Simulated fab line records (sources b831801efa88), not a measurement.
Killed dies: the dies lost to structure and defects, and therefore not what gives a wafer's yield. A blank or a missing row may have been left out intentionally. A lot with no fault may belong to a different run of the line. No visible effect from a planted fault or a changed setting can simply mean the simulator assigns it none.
Problem report, 8D (eight disciplines) form, completed by code / flow gf180mcu / the parts of the form that need people (team, actions taken, sign-off) are left out

1. WHAT WENT WRONG
At GF_M5_METAL_ETCH_10, oes_product_au averages 0.663 a.u. over 4 wafers from 3 lots, while fault-free wafers read 0.974 a.u., standard deviation 0.0065. Measured from the usual mean, that is -48 standard deviations.
The step: etches the open film in Cl2/BCl3, stops on SiO2, target depth 627.5 nm, time 104.6 s.
First seen on wafer L607.4, day 31 01:55, on rie_metal-02. At this step, 33 wafers from 11 lots have a number in the record. Rule for "out" (also "out of limits"): further than 4 standard deviations from the usual mean. The rest of the wafers with a number are treated as sound.

2. WHAT IT IS, AND WHAT IT ISN'T
question=which readings at this step | is=oes_product_au, throttle_valve_pct | is not=drypump_motor_current_A
question=which lots | is=L607, L608, L612 | is not=L592, L593, L594, L601, L602, L603, L606, L615
question=which wafers of those lots | is=L607.4, L608.4, L608.5, L612.5 | is not=L607.3, L607.6, L608.3, L612.1, L612.3
question=read on which tools | is=rie_metal-02, rie_metal-04 | is not=rie_metal-01
question=when | is=from day 31 01:55 | is not=up to then (23 sound wafers); but 6 sound wafers of L608, L612, L615 came after

3. SUSPECTS, AND WHAT RULES EACH OUT
Counting: any tool at a process step up to the reading remains a suspect provided it ran every lot that is out. Sound lots after the first of them don't rule it out here, since some wafers of a struck lot are sound.
- pvd_sputter-04 at GF_MIM_SPUTTER_02 (material AlCu, target thk 450 nm, time 23.9 s): kept. Every lot that is out went through it, the first being L607 (day 29 13:08); the last sound lot it ran before that was L603 (day 28 05:47).
- pvd_sputter-04 at GF_MIM_SPUTTER_03 (material Ti, target thk 10 nm, time 6.7 s): kept. Every lot that is out went through it, the first being L607 (day 29 13:10); the last sound lot it ran before that was L603 (day 28 05:49).
- plasma_asher-03 at GF_MIM_STRIP_20 (strips in O2/N2): kept. Every lot that is out went through it, the first being L607 (day 30 07:11); the last sound lot it ran before that was L606 (day 29 22:50).
The count leaves pvd_sputter-04 at GF_MIM_SPUTTER_02, pvd_sputter-04 at GF_MIM_SPUTTER_03, and plasma_asher-03 at GF_MIM_STRIP_20.

4. THE CAUSE (what the simulator had put in)
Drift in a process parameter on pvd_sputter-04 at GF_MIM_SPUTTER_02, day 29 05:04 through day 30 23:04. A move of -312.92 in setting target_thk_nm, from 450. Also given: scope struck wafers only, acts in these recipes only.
Counting left 3 suspects, and this tool is among them.

5. THE CHAIN OF EFFECTS, in route order
Rows list readings where the struck wafers' mean (over those with a number) sits beyond 3 standard deviations from the usual. Only readings whose record carries a usual standard deviation are examined. hours: median over the lots of the time between each lot's start at the first step of this table that gives one and its start at this step. sigmas: the change, counted in usual standard deviations.
hours=0; step=GF_M5_METAL_ETCH_10; reading=oes_product_au; usual=0.974 a.u.; on struck wafers=0.663; change=-0.311; sigmas=-48
hours=0; step=GF_M5_METAL_ETCH_10; reading=throttle_valve_pct; usual=28.249 %; on struck wafers=28.586; change=+0.337; sigmas=+35
Its process steps:
- GF_M5_METAL_ETCH_10: etches the open film in Cl2/BCl3, stops on SiO2, target depth 627.5 nm, time 104.6 s.
At these later measuring or inspecting steps, every struck wafer for which the step has a row has a number for every such reading, and none has moved that far: GF_V5_BOW_MEAS_05.

6. WHAT WOULD HAVE CAUGHT IT SOONER
In this record the first reading out of limits was taken at day 31 01:55, 45 hours after the fault began at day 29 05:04.
An alarm limit of 4 standard deviations would not have fired on the tool readings at GF_MIM_SPUTTER_02 for which the record gives a usual standard deviation, since none of them was out on any struck wafer.
Each of the lots that are out, 3 in all, had begun GF_MIM_SPUTTER_02 on pvd_sputter-04 no later than day 31 01:55. Holding the tool at that point would not have protected any of them.
